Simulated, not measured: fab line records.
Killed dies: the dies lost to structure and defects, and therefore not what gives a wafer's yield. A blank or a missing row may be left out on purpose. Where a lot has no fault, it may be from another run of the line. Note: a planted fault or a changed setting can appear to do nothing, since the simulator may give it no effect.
fab line records	flow gf180mcu
record: lots: 5	wafers: 15	last-day: 34
route steps=602 shown V5@552 TOP_METAL@567
lots that met no fault: taken from a fault-free run of the same line
start-h: hours from the record's first day to the start of the lot's first wafer shown	wait-h: hours elapsed since this lot's preceding step	" unchanged from the row above	L1.1+2: several wafers, shown together as one row	- no value, or no start given	* or withheld: withheld	< > ~ a bound
route shown NAME@n: NAME is a module with steps in the file, n the number in the route of the first one	usual: mean/standard deviation taken from wafers without a fault	same: alike in all rows	chamber/n: place in a boat	sites: per-site readings	_std_site: the values' standard deviation	_edge_site: mean of outer sites minus mean of inner sites	radius-mm: how far each site lies from the wafer's centre	mask NAME#n: copy n	behind: the most recent tool/chamber to have shaped the wafer	hold: what put the lot on hold/how long, in hours/how the hold closed	device: the transistor (n, p or np) that didn't switch	end of line: the same wafers' tests at the end of the route	step lacking rows: just its recipe	killed: count of dies lost to structure and defects at first sort (not the wafer's yield)	map: the dies of a wafer, with x for killed, . for not killed, _ for no die there
set.NAME: the setting that was run; set.NAME@STEP: the one run at that earlier step	model.NAME: the simulator's own value behind a step, which no gauge read
lots at selected steps of the route; one table per step, one row per wafer
services: a tool's chamber out of use, with start hour (start-h, from the record's first day; less than 0 if before it), hours out, and reason
== steps ==
step: GF_V5_PEB_12
recipe: peb-temp-c: 135	peb-time-s: 90	resist: KrF
usual: heater-power-total-W: 85.70/0.076
lot.wafer	tool	chamber	start-h	wait-h	heater-power-total-W
L083.1	litho-track-04	0	-	-	85.66
L083.2	"	0	"	"	85.56
L083.3	"	0	"	"	85.55
L091.2	litho-track-01	0	-	-	85.76
L091.5	"	0	"	"	85.73
L091.6	"	0	"	"	85.67
L092.3	litho-track-01	0	-	-	85.61
L092.5	"	0	"	"	85.69
L092.6	"	0	"	"	85.76
L094.1	litho-track-04	0	-	-	85.61
L094.2	"	0	"	"	85.80
L094.5	"	0	"	"	85.90
L096.1	litho-track-01	0	-	-	85.77
L096.5	"	0	"	"	85.78
L096.6	"	0	"	"	85.83
step: GF_V5_DEVELOP_13
recipe: develop-time-s: 60	resist: KrF	dev-temp-c: 21
lot.wafer	tool	chamber	start-h	wait-h
L083.1+2+3	litho-track-04	0	698.66	0.2
L091.2+5+6	litho-track-01	0	751.31	0.2
L092.3+5+6	litho-track-01	0	757.98	0.1
L094.1+2+5	litho-track-04	0	770.86	0.2
L096.1+5+6	litho-track-01	0	785.23	0.2
step: GF_V5_CD_MEAS_14
recipe: target-cd-nm: 260
usual: cd-nm: 260.2/1.1
lot.wafer	tool	chamber	start-h	wait-h	cd-nm
L083.1	cd-sem-02	-	698.81	0.1	260.0
L083.2	"	-	"	"	261.3
L083.3	"	-	"	"	260.3
L091.2	cd-sem-01	-	751.45	0.1	258.9
L091.5	"	-	"	"	258.7
L091.6	"	-	"	"	259.2
L092.3	cd-sem-02	-	758.12	0.1	261.1
L092.5	"	-	"	"	260.3
L092.6	"	-	"	"	260.5
L094.1	cd-sem-01	-	771.01	0.1	259.6
L094.2	"	-	"	"	259.2
L094.5	"	-	"	"	259.5
L096.1	cd-sem-01	-	785.38	0.1	259.2
L096.5	"	-	"	"	260.5
L096.6	"	-	"	"	259.2
step: GF_V5_OVL_MEAS_15
usual: V5_OVL: 1/5
lot.wafer	tool	chamber	start-h	wait-h	V5_OVL[nm]
L083.1	overlay-02	-	698.93	0.1	1
L083.2	"	-	"	"	-2
L083.3	"	-	"	"	-6
L091.2	overlay-02	-	751.56	0.1	-12
L091.5	"	-	"	"	-1
L091.6	"	-	"	"	-11
L092.3	overlay-01	-	758.21	0.1	1
L092.5	"	-	"	"	-7
L092.6	"	-	"	"	-2
L094.1	overlay-02	-	771.13	0.1	-2
L094.2	"	-	"	"	-3
L094.5	"	-	"	"	2
L096.1	overlay-01	-	785.50	0.1	6
L096.5	"	-	"	"	4
L096.6	"	-	"	"	7
step: GF_V5_ETCH_16
recipe: chemistry: N2/H2	target-depth-a: withheld	overetch-a: withheld	time-s: withheld	target: BARC	ion-energy-ev: 200	source-w: 500	bias-w: 100	pressure-mtorr: 30	n2-flow-sccm: 100	h2-flow-sccm: 200
usual: drypump-motor-current-A: 5.8/0.41	oes-product-au: 0.854/0.0045	throttle-valve-pct: 13.225/0.009
lot.wafer	tool	chamber	start-h	wait-h	drypump-motor-current-A	oes-product-au	throttle-valve-pct
L083.1	rie-diel-04	1	698.96	0.0	6.3	0.858	13.233
L083.2	"	0	"	"	5.0	0.850	13.240
L083.3	"	3	"	"	6.2	0.853	13.231
L091.2	rie-diel-01	0	751.59	0.0	5.4	0.853	13.227
L091.5	"	3	"	"	5.9	0.850	13.218
L091.6	"	2	"	"	5.7	0.858	13.217
L092.3	rie-diel-02	1	758.24	0.0	5.4	0.861	13.212
L092.5	"	3	"	"	6.6	0.859	13.239
L092.6	"	2	"	"	6.3	0.857	13.223
L094.1	rie-diel-01	0	771.16	0.0	5.4	0.855	13.240
L094.2	"	1	"	"	5.8	0.842	13.235
L094.5	"	3	"	"	5.9	0.858	13.220
L096.1	rie-diel-02	3	785.54	0.0	6.6	0.849	13.212
L096.5	"	3	"	"	6.5	0.859	13.227
L096.6	"	0	"	"	5.4	0.846	13.220
step: GF_V5_ETCH_17
recipe: chemistry: C4F8/O2/Ar	mask-material: KrF	target: SiO2	stop-on: TiN	source-w: 1500	bias-w: 1200	pressure-mtorr: 40	c4f8-flow-sccm: withheld	O2_flow_sccm: 6	Ar_flow_sccm: 300	time-s: withheld	target-depth-a: 8550
usual: oes-product-au: 0.859/0.0045
lot.wafer	tool	chamber	start-h	wait-h	oes-product-au
L083.1	rie-diel-04	1	-	-	0.859
L083.2	"	0	"	"	0.859
L083.3	"	3	"	"	0.865
L091.2	rie-diel-01	0	-	-	0.866
L091.5	"	3	"	"	0.862
L091.6	"	2	"	"	0.858
L092.3	rie-diel-02	1	-	-	0.868
L092.5	"	3	"	"	0.858
L092.6	"	2	"	"	0.856
L094.1	rie-diel-01	0	-	-	0.860
L094.2	"	1	"	"	0.866
L094.5	"	3	"	"	0.867
L096.1	rie-diel-02	3	-	-	0.858
L096.5	"	3	"	"	0.868
L096.6	"	0	"	"	0.861
step: GF_V5_STRIP_18
recipe: chemistry: O2/N2	power-w: 1400	pressure-mtorr: 1500	platen-temp-c: 250	o2-flow-sccm: 3000	n2-flow-sccm: 300	overash-fraction: 0.5
usual: drypump-motor-current-A: 5.7/0.5	heater-power-w: 314/22	oes-product-au: 0.568/0.0045
lot.wafer	tool	chamber	start-h	wait-h	drypump-motor-current-A	heater-power-w	oes-product-au	rf-hours-counter-h
L083.1	plasma-asher-03	0	699.12	-	6.0	305	0.564	103
L083.2	"	1	"	"	6.0	315	0.566	103
L083.3	"	0	"	"	6.0	302	0.564	-
L091.2	plasma-asher-01	1	751.74	-	5.2	325	0.566	63
L091.5	"	1	"	"	5.2	325	0.571	-
L091.6	"	0	"	"	6.4	324	0.577	-
L092.3	plasma-asher-04	1	758.42	-	4.8	328	0.567	-
L092.5	"	1	"	"	4.8	333	0.561	-
L092.6	"	0	"	"	5.8	272	0.568	-
L094.1	plasma-asher-04	1	771.32	-	4.8	330	0.574	104
L094.2	"	0	"	"	5.8	269	0.575	104
L094.5	"	0	"	"	5.8	267	0.574	-
L096.1	plasma-asher-03	1	785.69	-	6.0	320	0.571	4
L096.5	"	0	"	"	5.9	298	0.564	-
L096.6	"	1	"	"	6.0	328	0.566	-
step: GF_V5_STRIP_19
recipe: chemistry: post-etch-residue-remover	time-s: 1200	temp-c: 72.5
lot.wafer	tool	chamber	start-h	wait-h
L083.1+2+3	wet-bench-03	1	699.22	0.1
L091.2+5+6	wet-bench-02	1	751.84	0.1
L092.3+5+6	wet-bench-03	0	758.49	0.0
L094.1+2+5	wet-bench-01	0	771.42	0.1
L096.1+5+6	wet-bench-01	3	785.79	0.1
step: GF_V5_CLEAN_20
recipe: chemistry: DIW	dry: n2-spin
lot.wafer	tool	chamber	start-h	wait-h
L083.1+2+3	wet-bench-02	2	699.90	0.0
L091.2+5+6	wet-bench-01	1	752.18	0.0
L092.3+5+6	wet-bench-02	2	758.83	0.0
L094.1+2+5	wet-bench-03	3	771.79	0.0
L096.1+5+6	wet-bench-02	0	786.16	0.0
step: GF_V5_SPUTTER_21
recipe: material: Ti	target-thk-nm: 15	chamber-pressure-pa: 5	power-w: 2500	substrate-temp-c: 200	time-s: 80.02
usual: substrate-temp-c: 200.02/0.18	throttle-valve-pct: 29.7/0.99
lot.wafer	tool	chamber	start-h	wait-h	substrate-temp-c	throttle-valve-pct
L083.1	pvd-sputter-04	-	700.00	0.0	199.91	29.3
L083.2	"	-	"	"	199.95	29.2
L083.3	"	-	"	"	200.20	28.9
L091.2	pvd-sputter-03	-	752.28	0.0	200.37	30.8
L091.5	"	-	"	"	199.99	31.4
L091.6	"	-	"	"	200.03	30.5
L092.3	pvd-sputter-03	-	758.92	0.0	199.62	30.7
L092.5	"	-	"	"	200.10	28.9
L092.6	"	-	"	"	199.71	29.1
L094.1	pvd-sputter-04	-	771.88	0.0	200.22	29.2
L094.2	"	-	"	"	199.96	29.2
L094.5	"	-	"	"	200.04	28.9
L096.1	pvd-sputter-03	-	786.26	0.0	200.16	31.5
L096.5	"	-	"	"	199.81	30.9
L096.6	"	-	"	"	199.99	29.1
step: GF_V5_SPUTTER_22
recipe: material: TiN	target-thk-nm: 10	chamber-pressure-pa: 5	power-w: 4000	time-s: 40
usual: throttle-valve-pct: 29.7/1
lot.wafer	tool	chamber	start-h	wait-h	throttle-valve-pct
L083.1	pvd-sputter-04	-	700.06	0.0	29.6
L083.2	"	-	"	"	29.5
L083.3	"	-	"	"	29.2
L091.2	pvd-sputter-03	-	752.34	0.0	30.7
L091.5	"	-	"	"	31.3
L091.6	"	-	"	"	30.5
L092.3	pvd-sputter-03	-	758.99	0.0	30.7
L092.5	"	-	"	"	28.9
L092.6	"	-	"	"	28.9
L094.1	pvd-sputter-04	-	771.94	0.0	29.2
L094.2	"	-	"	"	29.7
L094.5	"	-	"	"	29.0
L096.1	pvd-sputter-03	-	786.32	0.0	31.5
L096.5	"	-	"	"	30.7
L096.6	"	-	"	"	29.1
step: GF_V5_CVD_23
recipe: material: W	target-thk-nm: 350	time-s: 104.9	temp-c: 400	pressure-torr: 40
usual: heater-power-w: 876/86
lot.wafer	tool	chamber	start-h	wait-h	heater-power-w
L083.1	cvd-w-02	1	700.10	0.0	914
L083.2	"	0	"	"	857
L083.3	"	0	"	"	865
L091.2	cvd-w-02	0	752.38	0.0	860
L091.5	"	1	"	"	901
L091.6	"	0	"	"	878
L092.3	cvd-w-01	1	759.06	0.1	764
L092.5	"	1	"	"	761
L092.6	"	0	"	"	959
L094.1	cvd-w-01	0	771.98	0.0	951
L094.2	"	0	"	"	968
L094.5	"	0	"	"	966
L096.1	cvd-w-01	0	786.36	0.0	969
L096.5	"	0	"	"	950
L096.6	"	1	"	"	742
step: GF_V5_RS_MEAS_24
recipe: thk-meas-gauge: four-point-probe	reads: W_of_V5_CVD_23+TiN_of_V5_SPUTTER_22+Ti_of_V5_SPUTTER_21
usual: V5_W_RS: 0.327/0.0046
lot.wafer	tool	chamber	start-h	wait-h	V5_W_RS[ohm/sq]
L083.1	film-metro-02	-	700.21	0.1	0.329
L083.2	"	-	"	"	0.323
L083.3	"	-	"	"	0.320
L091.2	film-metro-04	-	752.52	0.1	0.323
L091.5	"	-	"	"	0.330
L091.6	"	-	"	"	0.323
L092.3	film-metro-02	-	759.18	0.1	0.331
L092.5	"	-	"	"	0.331
L092.6	"	-	"	"	0.328
L094.1	film-metro-03	-	772.20	0.2	0.330
L094.2	"	-	"	"	0.334
L094.5	"	-	"	"	0.333
L096.1	film-metro-02	-	786.47	0.1	0.333
L096.5	"	-	"	"	0.331
L096.6	"	-	"	"	0.328
step: GF_V5_THK_MEAS_25
recipe: thk-meas-gauge: xrf	reads: W_of_V5_CVD_23
usual: V5_W_THK: 353/5.6
lot.wafer	tool	chamber	start-h	wait-h	V5_W_THK[nm]
L083.1	film-metro-02	-	700.33	0.1	349
L083.2	"	-	"	"	358
L083.3	"	-	"	"	361
L091.2	film-metro-04	-	752.63	0.1	359
L091.5	"	-	"	"	352
L091.6	"	-	"	"	358
L092.3	film-metro-02	-	759.28	0.1	346
L092.5	"	-	"	"	349
L092.6	"	-	"	"	351
L094.1	film-metro-03	-	772.32	0.1	348
L094.2	"	-	"	"	343
L094.5	"	-	"	"	344
L096.1	film-metro-02	-	786.59	0.1	347
L096.5	"	-	"	"	346
L096.6	"	-	"	"	351
step: GF_V5_CMP_26
recipe: stop-on: SiO2	down-force-psi: 3.5	platen-rpm: 60	t-overpolish-s: 15	target-thk-nm: 0	pad-velocity-m-s: 0.94248
usual: edge-zone-pressure-frac: 1.000/0.0049	motor-current-A: 11.2/1.4	overpolish-run-s: 15.001/0.0081	platen-rpm: 60.00/0.036	time-to-endpoint-s: 85.1/2.7
lot.wafer	tool	chamber	start-h	wait-h	edge-zone-pressure-frac	motor-current-A	overpolish-run-s	platen-rpm	time-to-endpoint-s
L083.3	cmp-02	3	700.44	0.1	1.002	12.9	15.016	60.03	85.4
L083.2	"	0	"	"	0.997	11.7	14.995	60.02	83.6
L083.1	"	1	"	"	1.005	10.6	15.005	59.98	83.8
L091.2	cmp-01	2	752.83	0.2	0.994	13.4	15.000	59.96	89.3
L091.6	"	3	"	"	1.007	11.4	15.009	59.96	86.9
L091.5	"	0	"	"	0.995	9.8	14.997	59.91	83.7
L092.3	cmp-01	1	759.42	0.1	1.003	9.4	15.002	60.00	84.9
L092.5	"	3	"	"	0.999	10.5	14.991	59.98	85.3
L092.6	"	0	"	"	0.999	9.9	14.998	60.10	85.2
L094.1	cmp-02	2	772.43	0.1	0.997	12.8	15.004	60.01	83.7
L094.2	"	3	"	"	1.007	12.4	15.004	59.99	85.0
L094.5	"	1	"	"	1.001	10.0	14.999	60.00	82.1
L096.1	cmp-01	3	786.75	0.1	1.002	10.4	15.001	60.04	86.5
L096.6	"	1	"	"	1.003	9.3	14.997	59.93	85.2
L096.5	"	2	"	"	0.987	12.9	14.996	60.05	86.4
step: GF_TOP_METAL_SPUTTER_00
recipe: material: Ti	target-thk-nm: 37.5	arriving-ion-energy-ev: 80	substrate-temp-c: 200	chamber-pressure-pa: 2	power-w: 4000	time-s: 150
usual: substrate-temp-c: 200.00/0.17	throttle-valve-pct: 30.0/1.1
lot.wafer	tool	chamber	start-h	wait-h	substrate-temp-c	throttle-valve-pct
L083.1	pvd-sputter-02	-	700.69	0.1	200.13	29.7
L083.2	"	-	"	"	199.95	30.4
L083.3	"	-	"	"	200.17	28.5
L091.2	pvd-sputter-01	-	752.98	0.1	199.85	29.9
L091.5	"	-	"	"	199.81	29.9
L091.6	"	-	"	"	200.00	30.2
L092.3	pvd-sputter-01	-	759.62	0.1	199.72	29.8
L092.5	"	-	"	"	200.10	30.0
L092.6	"	-	"	"	199.89	31.7
L094.1	pvd-sputter-03	-	772.68	0.2	200.09	31.1
L094.2	"	-	"	"	200.00	29.0
L094.5	"	-	"	"	199.84	29.0
L096.1	pvd-sputter-03	-	786.95	0.1	199.87	30.8
L096.5	"	-	"	"	199.69	30.6
L096.6	"	-	"	"	200.12	31.4
step: GF_TOP_METAL_SPUTTER_01
recipe: material: TiN	target-thk-nm: 30	power-w: 6500	time-s: 25	chamber-pressure-pa: 0.4
usual: throttle-valve-pct: 30.0/1.1
lot.wafer	tool	chamber	start-h	wait-h	throttle-valve-pct
L083.1	pvd-sputter-02	-	700.79	0.1	29.4
L083.2	"	-	"	"	30.7
L083.3	"	-	"	"	28.0
L091.2	pvd-sputter-01	-	753.08	0.1	29.9
L091.5	"	-	"	"	29.8
L091.6	"	-	"	"	30.4
L092.3	pvd-sputter-01	-	759.72	0.1	30.3
L092.5	"	-	"	"	30.2
L092.6	"	-	"	"	31.6
L094.1	pvd-sputter-03	-	772.78	0.1	31.3
L094.2	"	-	"	"	28.7
L094.5	"	-	"	"	28.9
L096.1	pvd-sputter-03	-	787.05	0.1	30.5
L096.5	"	-	"	"	30.6
L096.6	"	-	"	"	31.4
step: GF_TOP_METAL_SPUTTER_02
recipe: material: AlCu	target-thk-nm: 900	power-w: 10600	chamber-pressure-pa: 0.3	substrate-temp-c: 250	gas: Ar	time-s: 47.82
usual: substrate-temp-c: 249.97/0.17	throttle-valve-pct: 30.1/1.1
lot.wafer	tool	chamber	start-h	wait-h	substrate-temp-c	throttle-valve-pct
L083.1	pvd-sputter-02	-	700.82	0.0	249.92	29.3
L083.2	"	-	"	"	249.60	30.5
L083.3	"	-	"	"	250.09	28.2
L091.2	pvd-sputter-01	-	753.11	0.0	250.19	30.1
L091.5	"	-	"	"	249.95	30.0
L091.6	"	-	"	"	250.07	30.4
L092.3	pvd-sputter-01	-	759.75	0.0	250.12	29.7
L092.5	"	-	"	"	249.78	30.1
L092.6	"	-	"	"	249.90	31.7
L094.1	pvd-sputter-03	-	772.82	0.0	249.83	31.5
L094.2	"	-	"	"	249.71	29.0
L094.5	"	-	"	"	249.63	28.7
L096.1	pvd-sputter-03	-	787.08	0.0	249.72	30.5
L096.5	"	-	"	"	250.04	30.8
L096.6	"	-	"	"	249.99	31.4
step: GF_TOP_METAL_SPUTTER_03
recipe: material: Ti	target-thk-nm: 5	substrate-temp-c: 300	chamber-pressure-pa: 0.3	power-w: 3000	time-s: 3.3
usual: substrate-temp-c: 300.02/0.2	throttle-valve-pct: 30.0/1.1
lot.wafer	tool	chamber	start-h	wait-h	substrate-temp-c	throttle-valve-pct
L083.1	pvd-sputter-02	-	700.87	0.0	300.19	29.2
L083.2	"	-	"	"	299.96	30.6
L083.3	"	-	"	"	300.11	28.3
L091.2	pvd-sputter-01	-	753.15	0.0	300.02	29.9
L091.5	"	-	"	"	300.11	30.0
L091.6	"	-	"	"	299.98	30.3
L092.3	pvd-sputter-01	-	759.79	0.0	300.04	30.0
L092.5	"	-	"	"	299.97	30.4
L092.6	"	-	"	"	300.19	31.8
L094.1	pvd-sputter-03	-	772.86	0.0	300.11	31.1
L094.2	"	-	"	"	300.35	29.0
L094.5	"	-	"	"	300.11	29.1
L096.1	pvd-sputter-03	-	787.12	0.0	299.73	30.6
L096.5	"	-	"	"	300.32	31.0
L096.6	"	-	"	"	299.73	31.8
step: GF_TOP_METAL_SPUTTER_04
recipe: material: TiN	target-thk-nm: 25	power-w: 6500	time-s: 20.8	chamber-pressure-pa: 0.4
usual: throttle-valve-pct: 30.0/1.1
lot.wafer	tool	chamber	start-h	wait-h	throttle-valve-pct
L083.1	pvd-sputter-02	-	700.88	0.0	29.3
L083.2	"	-	"	"	30.5
L083.3	"	-	"	"	28.3
L091.2	pvd-sputter-01	-	753.17	0.0	29.9
L091.5	"	-	"	"	30.1
L091.6	"	-	"	"	30.3
L092.3	pvd-sputter-01	-	759.81	0.0	29.9
L092.5	"	-	"	"	30.3
L092.6	"	-	"	"	31.7
L094.1	pvd-sputter-03	-	772.88	0.0	31.6
L094.2	"	-	"	"	28.8
L094.5	"	-	"	"	29.1
L096.1	pvd-sputter-03	-	787.14	0.0	30.6
L096.5	"	-	"	"	30.8
L096.6	"	-	"	"	31.5
step: GF_TOP_METAL_RS_MEAS_05
recipe: thk-meas-gauge: four-point-probe	reads: TiN_of_TOP_METAL_SPUTTER_04+Ti_of_TOP_METAL_SPUTTER_03+AlCu_of_TOP_METAL_SPUTTER_02+TiN_of_TOP_METAL_SPUTTER_01+Ti_of_TOP_METAL_SPUTTER_00
usual: TOP_METAL_ALCU_RS: 0.0327/0.00031
lot.wafer	tool	chamber	start-h	wait-h	TOP_METAL_ALCU_RS[ohm/sq]
L083.1	film-metro-02	-	700.91	0.0	0.0329
L083.2	"	-	"	"	0.0329
L083.3	"	-	"	"	0.0330
L091.2	film-metro-02	-	753.22	0.0	0.0327
L091.5	"	-	"	"	0.0328
L091.6	"	-	"	"	0.0328
L092.3	film-metro-01	-	759.88	0.1	0.0324
L092.5	"	-	"	"	0.0327
L092.6	"	-	"	"	0.0327
L094.1	film-metro-03	-	772.91	0.0	0.0331
L094.2	"	-	"	"	0.0324
L094.5	"	-	"	"	0.0324
L096.1	film-metro-02	-	787.17	0.0	0.0322
L096.5	"	-	"	"	0.0325
L096.6	"	-	"	"	0.0327
step: GF_TOP_METAL_THK_MEAS_06
recipe: thk-meas-gauge: xrf	reads: AlCu_of_TOP_METAL_SPUTTER_02
usual: TOP_METAL_ALCU_THK: 895/9.2
lot.wafer	tool	chamber	start-h	wait-h	TOP_METAL_ALCU_THK[nm]
L083.1	film-metro-02	-	701.03	0.1	895
L083.2	"	-	"	"	895
L083.3	"	-	"	"	892
L091.2	film-metro-02	-	753.33	0.1	887
L091.5	"	-	"	"	886
L091.6	"	-	"	"	884
L092.3	film-metro-01	-	759.98	0.1	907
L092.5	"	-	"	"	897
L092.6	"	-	"	"	895
L094.1	film-metro-03	-	773.03	0.1	879
L094.2	"	-	"	"	902
L094.5	"	-	"	"	898
L096.1	film-metro-02	-	787.29	0.1	914
L096.5	"	-	"	"	903
L096.6	"	-	"	"	900
step: GF_TOP_METAL_DEHYDRATE_07
recipe: temp-c: 200	time-s: 60
usual: heater-power-total-W: 160.36/0.13
lot.wafer	tool	chamber	start-h	wait-h	heater-power-total-W
L083.1	litho-track-02	0	708.93	7.9	160.24
L083.2	"	0	"	"	160.35
L083.3	"	0	"	"	160.30
L091.2	litho-track-04	0	761.53	8.2	160.17
L091.5	"	0	"	"	160.30
L091.6	"	0	"	"	160.15
L092.3	litho-track-02	0	766.88	6.9	160.25
L092.5	"	0	"	"	160.30
L092.6	"	0	"	"	160.52
L094.1	litho-track-04	0	780.61	7.6	160.26
L094.2	"	0	"	"	160.54
L094.5	"	0	"	"	160.18
L096.1	litho-track-02	0	795.18	7.9	160.34
L096.5	"	0	"	"	160.31
L096.6	"	0	"	"	160.62
step: GF_TOP_METAL_HMDS_08
recipe: prime-time-s: 60	prime-temp-c: 120
lot.wafer	tool	chamber	start-h	wait-h
L083.1+2+3	litho-track-02	0	709.08	0.1
L091.2+5+6	litho-track-04	0	761.68	0.1
L092.3+5+6	litho-track-02	0	767.03	0.1
L094.1+2+5	litho-track-04	0	780.76	0.1
L096.1+5+6	litho-track-02	0	795.33	0.1
step: GF_TOP_METAL_COAT_09
recipe: resist: NOVOLAK	spin-rpm: 3000	resist-thk-nm: 1477
usual: spin-speed-rpm: 3000.4/2.1
lot.wafer	tool	chamber	start-h	wait-h	spin-speed-rpm
L083.1	litho-track-02	0	709.23	0.1	3001.8
L083.2	"	0	"	"	3001.1
L083.3	"	0	"	"	3002.6
L091.2	litho-track-04	0	761.83	0.1	2998.6
L091.5	"	0	"	"	3000.0
L091.6	"	0	"	"	2998.2
L092.3	litho-track-02	0	767.18	0.1	3001.0
L092.5	"	0	"	"	3004.6
L092.6	"	0	"	"	3002.0
L094.1	litho-track-04	0	780.91	0.1	3000.3
L094.2	"	0	"	"	2999.9
L094.5	"	0	"	"	3000.6
L096.1	litho-track-02	0	795.48	0.1	2995.3
L096.5	"	0	"	"	3003.0
L096.6	"	0	"	"	2999.3
step: GF_TOP_METAL_SOFTBAKE_10
recipe: temp-c: 90	time-s: 60	resist: NOVOLAK
usual: heater-power-total-W: 56.59/0.047
lot.wafer	tool	chamber	start-h	wait-h	heater-power-total-W
L083.1	litho-track-02	0	709.38	0.1	56.55
L083.2	"	0	"	"	56.59
L083.3	"	0	"	"	56.69
L091.2	litho-track-04	0	761.98	0.1	56.60
L091.5	"	0	"	"	56.59
L091.6	"	0	"	"	56.55
L092.3	litho-track-02	0	767.33	0.1	56.55
L092.5	"	0	"	"	56.60
L092.6	"	0	"	"	56.69
L094.1	litho-track-04	0	781.06	0.1	56.58
L094.2	"	0	"	"	56.55
L094.5	"	0	"	"	56.59
L096.1	litho-track-02	0	795.63	0.1	56.56
L096.5	"	0	"	"	56.67
L096.6	"	0	"	"	56.61
step: GF_TOP_METAL_EXPOSE_11
recipe: mask-id: MetalTop	target-cd-nm: 440	na: 0.6	source-shape: conventional	sigma-outer: 0.6	dose-mj: 170
lot.wafer	tool	chamber	start-h	wait-h	mask
L083.1+2+3	iline-stepper-02	0	-	-	MetalTop#0
L091.2+5+6	iline-stepper-02	0	-	-	MetalTop#0
L092.3+5+6	iline-stepper-01	0	-	-	MetalTop#0
L094.1+2+5	iline-stepper-01	0	-	-	MetalTop#0
L096.1+5+6	iline-stepper-01	0	-	-	MetalTop#0
step: GF_TOP_METAL_PEB_12
recipe: temp-c: withheld	time-s: *	resist: NOVOLAK
lot.wafer	tool	chamber	start-h	wait-h
L083.1+2+3	litho-track-04	0	-	-
L091.2+5+6	litho-track-04	0	-	-
L092.3+5+6	litho-track-04	0	-	-
L094.1+2+5	litho-track-03	0	-	-
L096.1+5+6	litho-track-03	0	-	-
step: GF_TOP_METAL_DEVELOP_13
recipe: develop-time-s: 60	dev-temp-c: 23
lot.wafer	tool	chamber	start-h	wait-h
L083.1+2+3	litho-track-04	0	718.71	0.1
L091.2+5+6	litho-track-04	0	769.18	0.1
L092.3+5+6	litho-track-04	0	775.41	0.1
L094.1+2+5	litho-track-03	0	788.27	0.1
L096.1+5+6	litho-track-03	0	802.17	0.1
== services ==
tool	chamber	start-h	hours	kind
rie-diel-02	0	680.24	3.5	repair
cvd-w-01	-	682.02	0.5	repair
cmp-02	-	686.00	1.0	repair
cmp-01	-	687.21	3.3	repair
rie-diel-01	-	688.93	1.0	repair
rie-diel-04	2	699.91	6.6	repair
cmp-02	-	703.63	3.8	repair
pvd-sputter-03	-	707.64	1.4	repair
rie-diel-04	-	712.90	0.3	repair
pvd-sputter-02	-	713.70	7.1	repair
iline-stepper-02	-	719.43	2.1	pm
plasma-asher-01	-	729.65	1.2	repair
plasma-asher-03	-	733.75	9.0	pm
cvd-w-02	-	738.55	6.9	pm
pvd-sputter-03	-	738.66	1.6	repair
pvd-sputter-04	-	741.98	3.2	repair
cmp-02	-	744.00	4.0	pm
plasma-asher-04	-	753.60	2.8	pm
rie-diel-02	0	758.23	4.4	repair
rie-diel-04	1	767.68	3.0	repair
pvd-sputter-01	-	769.75	4.5	repair
cvd-w-01	1	769.77	14.4	repair
cvd-w-01	-	777.34	2.8	pm
iline-stepper-02	-	798.31	1.7	pm
== key ==
fault none
